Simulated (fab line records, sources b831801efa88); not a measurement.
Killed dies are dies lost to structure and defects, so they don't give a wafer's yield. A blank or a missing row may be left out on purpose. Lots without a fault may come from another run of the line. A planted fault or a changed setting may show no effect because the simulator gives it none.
fab line records | flow gf180mcu
record lots=5 wafers=15 last_day=35
route steps=602 shown M4@468 V4@476 MIM@503 PASSIVATION@602
lots that met no fault: from a run of the same line without faults
start_h: hours from the record's first day to the start of the lot's first wafer shown | wait_h: hours since the lot's step before | " the same as in the row above | L1.1+2: a row that stands for several wafers | - no value, or no start given | * or withheld: withheld | < > ~ a bound
route shown NAME@n: a module of which the file shows steps, and the number in the route of the first | usual: mean/standard deviation of fault-free wafers | same: alike in all rows | chamber/n: place in a boat | sites: the reading at each site | _std_site: their standard deviation | _edge_site: outer sites' mean less inner sites' | radius_mm: how far each site lies from the wafer's centre | mask NAME#n: copy n | behind: the tool/chamber that last shaped the wafer | hold: why the lot was held/for how many hours/how that ended | device: the transistor (n, p or np) that didn't switch | end of line: the same wafers' tests at the end of the route | a step without rows: its recipe alone | killed: dies lost to structure and defects at the first sort, not the wafer's yield | map: a wafer's dies, x killed, . not, _ none there
set.NAME: the setting as run; set.NAME@STEP: as run at that earlier step | model.NAME: the simulator's own value behind a step, which no gauge read
lots at some steps of the route; a table a step, a row a wafer
services: from which hour (start_h, from the record's first day; less than 0 if before it) a tool's chamber was out of use, for how many hours, and why
## steps
# step GF_M4_PEB_12
# recipe peb_temp_c=135 peb_time_s=90 resist=KrF
# step GF_M4_DEVELOP_13
# recipe develop_time_s=60 dev_temp_c=21
# step GF_M4_CD_MEAS_14
# recipe target_cd_nm=280
# usual cd_nm=279.7/1.1
# columns lot.wafer tool chamber start_h wait_h cd_nm
L596.2 cd_sem-02 - 604.27 0.1 280.0
L596.5 " - " " 280.6
L596.6 " - " " 278.9
L607.1 cd_sem-01 - 677.20 0.1 279.8
L607.2 " - " " 279.9
L607.3 " - " " 280.8
L611.4 cd_sem-01 - 700.28 0.1 278.8
L611.5 " - " " 279.6
L611.6 " - " " 278.3
L612.2 cd_sem-02 - 707.90 0.1 278.7
L612.4 " - " " 278.2
L612.5 " - " " 279.3
L614.1 cd_sem-01 - 722.41 0.1 279.8
L614.2 " - " " 278.8
L614.4 " - " " 278.2
# step GF_M4_OVL_MEAS_15
# usual M4_OVL=1/4.9
# columns lot.wafer tool chamber start_h wait_h M4_OVL[nm]
L596.2 overlay-02 - 604.38 0.1 3
L596.5 " - " " 6
L596.6 " - " " 2
L607.1 overlay-01 - 677.32 0.1 1
L607.2 " - " " -11
L607.3 " - " " -9
L611.4 overlay-01 - 700.35 0.1 6
L611.5 " - " " 13
L611.6 " - " " 5
L612.2 overlay-02 - 708.00 0.1 -7
L612.4 " - " " -7
L612.5 " - " " -5
L614.1 overlay-02 - 722.53 0.1 4
L614.2 " - " " -2
L614.4 " - " " 0
# step GF_M4_METAL_ETCH_16
# recipe chemistry=Cl2/BCl3 mask_material=KrF target_depth_nm=627.5 stop_on=SiO2 pressure_mtorr=8 icp_w=800 bias_w=140 Cl2_flow_sccm=80 bcl3_flow_sccm=40 time_s=104.6
# usual drypump_motor_current_A=5.9/0.57 oes_product_au=0.983/0.006 throttle_valve_pct=28.237/0.01
# columns lot.wafer tool chamber start_h wait_h drypump_motor_current_A oes_product_au rf_hours_counter_h throttle_valve_pct
L596.2 rie_metal-04 1 604.41 0.0 6.5 0.985 12 28.231
L596.5 " 0 " " 6.7 0.985 - 28.235
L596.6 " 1 " " 6.5 0.987 - 28.227
L607.1 rie_metal-04 0 677.36 0.0 6.7 0.987 13 28.221
L607.2 " 0 " " 6.7 0.983 - 28.236
L607.3 " 0 " " 6.7 0.985 - 28.234
L611.4 rie_metal-03 0 700.48 0.1 5.1 0.994 - 28.229
L611.5 " 0 " " 5.1 0.985 - 28.236
L611.6 " 0 " " 5.1 0.981 - 28.238
L612.2 rie_metal-03 0 708.07 0.1 5.1 0.980 - 28.248
L612.4 " 0 " " 5.1 0.981 - 28.226
L612.5 " 0 " " 5.1 0.983 - 28.228
L614.1 rie_metal-01 0 722.57 0.0 5.9 0.978 2 28.226
L614.2 " 1 " " 5.5 0.986 3 28.233
L614.4 " 1 " " 5.5 0.990 - 28.228
# step GF_M4_STRIP_17
# recipe chemistry=O2/N2 power_w=1400 pressure_mtorr=1500 platen_temp_c=250 o2_flow_sccm=3000 n2_flow_sccm=300 overash_fraction=0.5
# usual drypump_motor_current_A=5.9/0.56 heater_power_w=332/13 oes_product_au=0.558/0.0048 strip_time_to_endpoint_s=7.86/0.045
# columns lot.wafer tool chamber start_h wait_h drypump_motor_current_A heater_power_w oes_product_au rf_hours_counter_h strip_time_to_endpoint_s
L596.2 plasma_asher-01 0 604.52 0.1 5.2 323 0.559 18 7.88
L596.5 " 1 " " 5.9 329 0.554 - 7.85
L596.6 " 0 " " 5.2 325 0.562 - 7.86
L607.1 plasma_asher-04 0 677.58 0.2 6.0 359 0.553 106 7.78
L607.2 " 1 " " 6.7 323 0.557 106 7.84
L607.3 " 0 " " 6.1 356 0.550 - 7.81
L611.4 plasma_asher-01 1 700.63 0.1 5.9 316 0.562 - 7.88
L611.5 " 1 " " 5.9 320 0.559 - 7.92
L611.6 " 0 " " 5.2 331 0.560 - 7.86
L612.2 plasma_asher-04 0 708.26 0.1 6.1 359 0.565 109 7.86
L612.4 " 1 " " 6.7 321 0.553 - 7.86
L612.5 " 1 " " 6.7 324 0.560 - 7.90
L614.1 plasma_asher-04 1 722.68 0.1 6.7 325 0.560 110 7.94
L614.2 " 0 " " 6.1 351 0.560 110 7.90
L614.4 " 0 " " 6.1 353 0.561 - 7.91
# step GF_M4_STRIP_18
# recipe chemistry=post_etch_residue_remover time_s=1200 temp_c=72.5
# step GF_M4_CLEAN_19
# recipe chemistry=DIW dry=n2_spin
# step GF_V4_CVD_00
# recipe material=SiO2 target_thk_nm=600 sigma_open_frac=0.3 temp_c=400 time_s=100 sih4_flow_sccm=60 pressure_mtorr=6
# step GF_V4_THK_MEAS_01
# recipe reads=SiO2_of_V4_CVD_00
# usual V4_CVD_00_THK=600/6.2
# columns lot.wafer tool chamber start_h wait_h V4_CVD_00_THK[nm]
L596.2 film_metro-01 - 605.14 0.0 601
L596.5 " - " " 595
L596.6 " - " " 588
L607.1 film_metro-04 - 678.19 0.0 598
L607.2 " - " " 606
L607.3 " - " " 601
L611.4 film_metro-03 - 701.23 0.0 592
L611.5 " - " " 591
L611.6 " - " " 587
L612.2 film_metro-01 - 708.87 0.0 607
L612.4 " - " " 602
L612.5 " - " " 607
L614.1 film_metro-03 - 723.30 0.0 598
L614.2 " - " " 588
L614.4 " - " " 593
# step GF_V4_CVD_02
# recipe material=SiO2 target_thk_nm=850 precursor=TEOS temp_c=400 time_s=94.851 rf_w=600
# usual heater_power_w=654/110
# columns lot.wafer tool chamber start_h wait_h heater_power_w since_wet_clean_h
L596.2 pecvd-02 0 605.19 0.0 497 0
L596.5 " 1 " " 563 -
L596.6 " 0 " " 391 -
L607.1 pecvd-02 2 678.25 0.1 742 73
L607.2 " 0 " " 452 73
L607.3 " 1 " " 722 73
L611.4 pecvd-03 0 701.30 0.1 781 -
L611.5 " 2 " " 643 -
L611.6 " 1 " " 509 -
L612.2 pecvd-02 2 708.92 0.0 733 104
L612.4 " 2 " " 723 -
L612.5 " 1 " " 580 -
L614.1 pecvd-01 2 723.36 0.1 648 549
L614.2 " 1 " " 859 549
L614.4 " 1 " " 878 -
# step GF_V4_THK_MEAS_03
# recipe reads=SiO2_of_V4_CVD_02
# usual V4_CVD_02_THK=851/11
# columns lot.wafer tool chamber start_h wait_h V4_CVD_02_THK[nm]
L596.2 film_metro-03 - 605.27 0.0 846
L596.5 " - " " 855
L596.6 " - " " 866
L607.1 film_metro-01 - 678.32 0.0 860
L607.2 " - " " 860
L607.3 " - " " 858
L611.4 film_metro-01 - 701.36 0.0 869
L611.5 " - " " 868
L611.6 " - " " 850
L612.2 film_metro-04 - 709.00 0.0 845
L612.4 " - " " 854
L612.5 " - " " 849
L614.1 film_metro-01 - 723.42 0.0 844
L614.2 " - " " 861
L614.4 " - " " 860
# step GF_V4_CMP_04
# recipe material=SiO2 down_force_psi=4 platen_rpm=60 pad_velocity_m_s=0.94248
# usual head_pressure_psi=3.999/0.0082 motor_current_A=12.5/0.64 time_to_endpoint_s=79/7.1
# columns lot.wafer tool chamber start_h wait_h head_pressure_psi motor_current_A time_to_endpoint_s model.SiO2_of_V4_CVD_02.thk_nm
L596.2 cmp-01 3 605.32 0.0 3.995 13.0 73 632.5
L596.6 " 3 " " 3.996 12.6 24 789.3
L596.5 " 0 " " 3.996 12.7 17 788.8
L607.3 cmp-01 1 678.65 0.3 3.991 12.2 75 631.2
L607.1 " 2 " " 4.003 11.9 80 630.6
L607.2 " 0 " " 4.011 12.3 77 630.6
L611.4 cmp-02 1 701.39 0.0 4.004 12.0 86 632.4
L611.6 " 1 " " 4.013 11.8 80 632.4
L611.5 " 2 " " 3.989 13.4 88 631.6
L612.2 cmp-02 2 709.15 0.1 3.987 13.4 76 632.5
L612.4 " 3 " " 3.992 13.0 83 633.2
L612.5 " 0 " " 3.991 13.1 79 633.5
L614.1 cmp-02 1 723.48 0.1 4.005 11.1 72 629.2
L614.4 " 2 " " 3.987 13.6 76 632.5
L614.2 " 0 " " 3.993 12.9 87 632.4
# step GF_V4_BOW_MEAS_05
# recipe mode=bow
# usual V4_BOW=137/8.8
# columns lot.wafer tool chamber start_h wait_h V4_BOW[um]
L596.2 film_metro-04 - 605.64 0.3 131
L596.5 " - " " 137
L596.6 " - " " 145
L607.1 film_metro-01 - 678.95 0.2 142
L607.2 " - " " 138
L607.3 " - " " 133
L611.4 film_metro-01 - 701.75 0.3 152
L611.5 " - " " 134
L611.6 " - " " 148
L612.2 film_metro-03 - 709.37 0.2 141
L612.4 " - " " 136
L612.5 " - " " 135
L614.1 film_metro-01 - 723.78 0.2 129
L614.2 " - " " 128
L614.4 " - " " 129
# step GF_V4_DEHYDRATE_06
# recipe temp_c=200 time_s=60
# step GF_V4_HMDS_07
# recipe prime_time_s=60 prime_temp_c=120
# step GF_V4_COAT_08
# recipe resist=BARC temp_c=withheld time_s=withheld spin_rpm=withheld resist_thk_nm=withheld
# step GF_V4_COAT_09
# recipe resist=KrF spin_rpm=withheld resist_thk_nm=1000
# step GF_V4_SOFTBAKE_10
# recipe temp_c=130 time_s=60 resist=KrF
# step GF_V4_EXPOSE_11
# recipe mask_id=Via4 target_cd_nm=260 na=0.68 source_shape=conventional sigma_outer=0.6 dose_mj=38
# step GF_V4_PEB_12
# recipe peb_temp_c=135 peb_time_s=90 resist=KrF
# step GF_V4_DEVELOP_13
# recipe develop_time_s=60 resist=KrF dev_temp_c=21
# step GF_V4_CD_MEAS_14
# recipe target_cd_nm=260
# usual cd_nm=259.7/1.3
# columns lot.wafer tool chamber start_h wait_h cd_nm
L596.2 cd_sem-02 - 626.99 0.1 258.2
L596.5 " - " " 258.7
L596.6 " - " " 258.8
L607.1 cd_sem-02 - 698.40 0.1 259.5
L607.2 " - " " 259.1
L607.3 " - " " 259.2
L611.4 cd_sem-01 - 720.26 0.1 255.8
L611.5 " - " " 256.1
L611.6 " - " " 256.8
L612.2 cd_sem-02 - 728.10 0.2 259.6
L612.4 " - " " 261.0
L612.5 " - " " 260.4
L614.1 cd_sem-02 - 742.21 0.1 258.3
L614.2 " - " " 258.0
L614.4 " - " " 257.3
# step GF_V4_OVL_MEAS_15
# usual V4_OVL=1/5.8
# columns lot.wafer tool chamber start_h wait_h V4_OVL[nm]
L596.2 overlay-02 - 627.10 0.1 -2
L596.5 " - " " -6
L596.6 " - " " 2
L607.1 overlay-02 - 698.52 0.1 7
L607.2 " - " " 10
L607.3 " - " " 6
L611.4 overlay-02 - 720.34 0.1 -7
L611.5 " - " " -7
L611.6 " - " " -10
L612.2 overlay-01 - 728.21 0.1 0
L612.4 " - " " -3
L612.5 " - " " -6
L614.1 overlay-01 - 742.33 0.1 -1
L614.2 " - " " 1
L614.4 " - " " -7
# step GF_V4_ETCH_16
# recipe chemistry=N2/H2 target_depth_a=withheld overetch_a=withheld time_s=withheld target=BARC ion_energy_ev=200 source_w=500 bias_w=100 pressure_mtorr=30 n2_flow_sccm=100 h2_flow_sccm=200
# step GF_V4_ETCH_17
# recipe chemistry=C4F8/O2/Ar mask_material=KrF target=SiO2 stop_on=TiN source_w=1455 bias_w=1200 pressure_mtorr=40 c4f8_flow_sccm=withheld O2_flow_sccm=6 Ar_flow_sccm=300 time_s=withheld target_depth_a=6300
# usual oes_product_au=0.856/0.0047
# columns lot.wafer tool chamber start_h wait_h oes_product_au model.V4.feature_depth_nm model.etch.depth_nm
L596.2 rie_diel-02 0 - - 0.846 632.5 632.5
L596.5 " 0 " " 0.975 788.8 788.8
L596.6 " 1 " " 0.976 789.3 789.3
L607.1 rie_diel-04 3 - - 0.859 630.6 630.6
L607.2 " 0 " " 0.850 630.6 630.6
L607.3 " 1 " " 0.852 631.2 631.2
L611.4 rie_diel-04 2 - - 0.864 632.4 632.4
L611.5 " 1 " " 0.851 631.6 631.6
L611.6 " 0 " " 0.859 632.4 632.4
L612.2 rie_diel-01 0 - - 0.850 632.5 632.5
L612.4 " 2 " " 0.857 633.2 633.2
L612.5 " 1 " " 0.855 633.5 633.5
L614.1 rie_diel-01 3 - - 0.858 629.2 629.2
L614.2 " 0 " " 0.851 632.4 632.4
L614.4 " 1 " " 0.856 632.5 632.5
# step GF_V4_STRIP_18
# recipe chemistry=O2/N2 power_w=1400 pressure_mtorr=1500 platen_temp_c=250 o2_flow_sccm=3000 n2_flow_sccm=300 overash_fraction=0.5
# step GF_V4_STRIP_19
# recipe chemistry=post_etch_residue_remover time_s=1200 temp_c=72.5
# step GF_V4_CLEAN_20
# recipe chemistry=DIW dry=n2_spin
# step GF_V4_SPUTTER_21
# recipe material=Ti target_thk_nm=15 chamber_pressure_pa=5 power_w=2500 substrate_temp_c=200 time_s=80.02
# step GF_V4_SPUTTER_22
# recipe material=TiN target_thk_nm=10 chamber_pressure_pa=5 power_w=4000 time_s=40
# step GF_V4_CVD_23
# recipe material=W target_thk_nm=350 time_s=104.9 temp_c=400 pressure_torr=40
# usual heater_power_w=885/22
# columns lot.wafer tool chamber start_h wait_h heater_power_w since_wet_clean_h
L596.2 cvd_w-01 0 627.89 0.0 852 224
L596.5 " 1 " " 905 -
L596.6 " 0 " " 882 -
L607.1 cvd_w-02 0 699.32 0.0 890 795
L607.2 " 1 " " 878 795
L607.3 " 1 " " 893 -
L611.4 cvd_w-01 1 721.16 0.1 912 -
L611.5 " 1 " " 896 -
L611.6 " 0 " " 844 -
L612.2 cvd_w-02 0 729.01 0.0 917 825
L612.4 " 1 " " 881 -
L612.5 " 0 " " 908 -
L614.1 cvd_w-01 1 743.13 0.0 909 339
L614.2 " 0 " " 862 339
L614.4 " 1 " " 905 -
# step GF_V4_RS_MEAS_24
# recipe thk_meas_gauge=four-point-probe reads=W_of_V4_CVD_23+TiN_of_V4_SPUTTER_22+Ti_of_V4_SPUTTER_21
# usual V4_W_RS=0.324/0.0042
# columns lot.wafer tool chamber start_h wait_h V4_W_RS[ohm/sq]
L596.2 film_metro-03 - 628.02 0.1 0.323
L596.5 " - " " 0.318
L596.6 " - " " 0.332
L607.1 film_metro-03 - 699.43 0.1 0.319
L607.2 " - " " 0.321
L607.3 " - " " 0.319
L611.4 film_metro-01 - 721.29 0.1 0.322
L611.5 " - " " 0.319
L611.6 " - " " 0.325
L612.2 film_metro-03 - 729.14 0.1 0.322
L612.4 " - " " 0.322
L612.5 " - " " 0.326
L614.1 film_metro-04 - 743.24 0.1 0.322
L614.2 " - " " 0.328
L614.4 " - " " 0.324
# step GF_V4_THK_MEAS_25
# recipe thk_meas_gauge=xrf reads=W_of_V4_CVD_23
# usual V4_W_THK=363/5.9
# columns lot.wafer tool chamber start_h wait_h V4_W_THK[nm]
L596.2 film_metro-03 - 628.13 0.1 366
L596.5 " - " " 371
L596.6 " - " " 357
L607.1 film_metro-03 - 699.55 0.1 373
L607.2 " - " " 371
L607.3 " - " " 375
L611.4 film_metro-01 - 721.38 0.1 360
L611.5 " - " " 362
L611.6 " - " " 357
L612.2 film_metro-03 - 729.25 0.1 366
L612.4 " - " " 369
L612.5 " - " " 363
L614.1 film_metro-04 - 743.36 0.1 369
L614.2 " - " " 360
L614.4 " - " " 366
# step GF_V4_CMP_26
# recipe stop_on=SiO2 down_force_psi=3.5 platen_rpm=60 t_overpolish_s=15 target_thk_nm=0 pad_velocity_m_s=0.94248
# usual head_pressure_psi=3.499/0.0075 motor_current_A=11.5/0.61
# columns lot.wafer tool chamber start_h wait_h head_pressure_psi motor_current_A model.SiO2_of_V4_CVD_02.thk_nm
L596.2 cmp-02 2 628.18 0.0 3.487 12.8 628.7
L596.5 " 2 " " 3.497 12.1 785.1
L596.6 " 3 " " 3.507 11.7 785.5
L607.2 cmp-01 1 699.61 0.0 3.496 10.9 626.8
L607.1 " 2 " " 3.513 11.3 626.8
L607.3 " 0 " " 3.489 11.6 627.4
L611.4 cmp-02 3 721.46 0.1 3.501 11.3 628.6
L611.5 " 2 " " 3.500 12.7 627.9
L611.6 " 3 " " 3.504 11.7 628.6
L612.2 cmp-02 2 729.30 0.0 3.487 12.0 628.7
L612.4 " 0 " " 3.504 12.1 629.4
L612.5 " 3 " " 3.498 12.2 629.7
L614.2 cmp-01 1 743.42 0.0 3.487 11.4 628.6
L614.4 " 2 " " 3.492 11.1 628.7
L614.1 " 3 " " 3.506 11.2 625.4
# step GF_MIM_SPUTTER_00
# recipe material=Ti target_thk_nm=37.5 arriving_ion_energy_ev=80 substrate_temp_c=200 chamber_pressure_pa=2 power_w=4000 time_s=150
# usual throttle_valve_pct=29.7/1.2
# columns lot.wafer tool chamber start_h wait_h throttle_valve_pct
L596.2 pvd_sputter-03 - 628.48 0.2 31.6
L596.5 " - " " 28.7
L596.6 " - " " 27.6
L607.1 pvd_sputter-01 - 699.91 0.2 31.1
L607.2 " - " " 30.0
L607.3 " - " " 29.1
L611.4 pvd_sputter-04 - 721.71 0.2 27.5
L611.5 " - " " 29.2
L611.6 " - " " 30.1
L612.2 pvd_sputter-01 - 729.60 0.2 30.2
L612.4 " - " " 30.5
L612.5 " - " " 29.0
L614.1 pvd_sputter-03 - 743.72 0.1 29.4
L614.2 " - " " 31.4
L614.4 " - " " 27.4
# step GF_PASSIVATION_PROBE_99
# columns lot.wafer tool chamber start_h wait_h model.etest.via4_chain.rc_ohm
L596.2 prober-02 - 734.08 0.1 6.541
L596.5 prober-02 - 734.23 0.2 8.483
L596.6 prober-02 - 734.28 0.2 9.127
L607.1 prober-02 - 793.92 0.1 6.291
L607.2 prober-02 - 793.97 0.1 6.453
L607.3 prober-02 - 794.02 0.2 6.535
L611.4 prober-02 - 810.91 0.2 6.684
L611.5 prober-02 - 810.96 0.2 6.389
L611.6 prober-02 - 811.01 0.2 6.398
L612.2 prober-01 - 818.86 0.1 6.39
L612.4 prober-01 - 818.96 0.2 6.526
L612.5 prober-01 - 819.01 0.2 6.66
L614.1 prober-01 - 828.23 0.1 6.388
L614.2 prober-01 - 828.28 0.1 6.174
L614.4 prober-01 - 828.38 0.2 6.638
# killed by level:class
L607.1 CONTACT:geometric_particle:open=7 V2:geometric_particle:open=6 V5:geometric_particle:open=6 V1:geometric_particle:open=5 M3:geometric_particle:short=3 V3:geometric_particle:open=3 STI:geometric_particle:short=2 CONTACT:geometric_particle:short=2
L607.2 V2:geometric_particle:short=6 CONTACT:geometric_particle:open=5 STI:geometric_particle:open=4 V2:geometric_particle:open=4 V3:geometric_particle:open=3 V4:geometric_particle:open=3 V1:geometric_particle:open=2 V5:geometric_particle:open=2
L607.3 V3:geometric_particle:open=5 V4:geometric_particle:open=5 CONTACT:geometric_particle:open=4 V1:geometric_particle:short=4 V1:geometric_particle:open=4 V5:geometric_particle:open=3 STI:geometric_particle:open=2 STI:geometric_particle:short=2
L611.4 V4:geometric_particle:open=4 V5:geometric_particle:open=4 CONTACT:geometric_particle:open=3 V1:geometric_particle:open=3 M3:geometric_particle:short=3 STI:geometric_particle:short=2 STI:geometric_particle:open=2 CONTACT:geometric_particle:short=2
L611.5 CONTACT:geometric_particle:open=5 V4:geometric_particle:open=4 STI:geometric_particle:open=3 V1:geometric_particle:open=3 CONTACT:geometric_particle:short=2 M1:geometric_particle:open=2 M2:geometric_particle:short=2 M3:geometric_particle:short=2
L611.6 V4:geometric_particle:open=7 CONTACT:geometric_particle:open=6 V2:geometric_particle:open=5 V5:geometric_particle:short=4 V5:geometric_particle:open=4 CONTACT:geometric_particle:short=3 STI:geometric_particle:open=2 STI:geometric_particle:short=2
L612.2 CONTACT:geometric_particle:open=6 STI:geometric_particle:short=5 V1:geometric_particle:open=5 V4:geometric_particle:open=5 V2:geometric_particle:open=3 V3:geometric_particle:open=3 V1:geometric_particle:short=2 M2:geometric_particle:short=2
L612.4 V1:geometric_particle:open=5 V3:geometric_particle:short=5 CONTACT:geometric_particle:open=4 V1:geometric_particle:short=3 V3:geometric_particle:open=3 V4:geometric_particle:short=3 V4:geometric_particle:open=3 V5:geometric_particle:open=3
L612.5 STI:geometric_particle:short=6 V2:geometric_particle:open=6 V5:geometric_particle:open=6 V1:geometric_particle:open=4 V3:geometric_particle:open=4 CONTACT:geometric_particle:open=3 M1:geometric_particle:short=3 V4:geometric_particle:open=3
L614.1 V5:geometric_particle:short=5 CONTACT:geometric_particle:open=3 V4:geometric_particle:open=3 STI:geometric_particle:short=2 M1:geometric_particle:short=2 V1:geometric_particle:open=2 V2:geometric_particle:open=2 M5:geometric_particle:open=2
L614.2 M1:geometric_particle:short=5 V2:geometric_particle:open=5 V1:geometric_particle:open=5 STI:geometric_particle:short=3 CONTACT:geometric_particle:open=3 V5:geometric_particle:open=3 STI:geometric_particle:open=2 SALICIDE:geometric_particle:open=2
L614.4 CONTACT:geometric_particle:short=6 V5:geometric_particle:open=5 CONTACT:geometric_particle:open=4 V1:geometric_particle:open=4 V2:geometric_particle:open=3 M3:geometric_particle:short=3 V3:geometric_particle:open=3 V4:geometric_particle:open=2
## services
# columns tool chamber start_h hours kind
pecvd-02 - 591.12 14.0 pm
pvd_sputter-01 - 593.55 0.6 repair
rie_diel-01 2 598.86 72.4 repair
pvd_sputter-03 - 602.32 6.1 repair
pecvd-02 - 622.52 5.5 pm
plasma_asher-01 - 627.73 2.0 repair
rie_diel-01 - 637.35 3.9 repair
rie_diel-04 - 650.30 2.8 pm
pvd_sputter-03 - 650.60 0.7 repair
rie_metal-03 - 651.88 2.8 pm
rie_diel-04 0 655.82 4.4 repair
rie_metal-03 1 658.58 17.4 repair
cvd_w-01 - 660.90 0.5 repair
pecvd-02 0 662.03 15.4 repair
pvd_sputter-01 - 662.82 0.5 repair
rie_diel-01 0 663.17 4.6 repair
rie_diel-04 3 671.99 10.8 repair
cmp-02 - 677.42 23.6 pm
cvd_w-01 - 687.62 14.6 pm
rie_metal-03 - 694.14 0.6 repair
pvd_sputter-01 - 697.10 1.8 repair
pecvd-02 1 733.07 4.3 repair
plasma_asher-04 - 733.75 9.0 pm
cmp-01 - 736.33 4.5 pm
## key
first_sign step=GF_V4_CMP_04 reading=time_to_endpoint_s direction=down sigmas=8.2 usual=* struck=*
effect step=GF_V4_ETCH_17 reading=oes_product_au direction=up sigmas=25 usual=0.856 struck=0.976
model_effect step=GF_V4_CMP_04 value=SiO2_of_V4_CVD_02.thk_nm without=630.9 struck=789.1
model_effect step=GF_V4_ETCH_17 value=V4.feature_depth_nm without=630.9 struck=789.1
model_effect step=GF_V4_CMP_26 value=SiO2_of_V4_CVD_02.thk_nm without=627.1 struck=785.3
model_effect step=GF_PASSIVATION_PROBE_99 value=etest.via4_chain.rc_ohm without=6.685 struck=8.805
met_at GF_V4_CMP_04
struck_wafers L596.5,L596.6
sort_left_out L596.5,L596.6
fault kind=process_parameter_drift tool=cmp-01 chamber=- onset_h=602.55 steps=GF_V4_CMP_04 channel=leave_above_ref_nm offset=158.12 shape=step end_h=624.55 scope=struck_wafers_only acts_in=these_recipes_only stated=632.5
# sort_left_out: the simulated sort isn't trusted on such a fault, so these wafers' sort isn't shown, and their yield isn't known
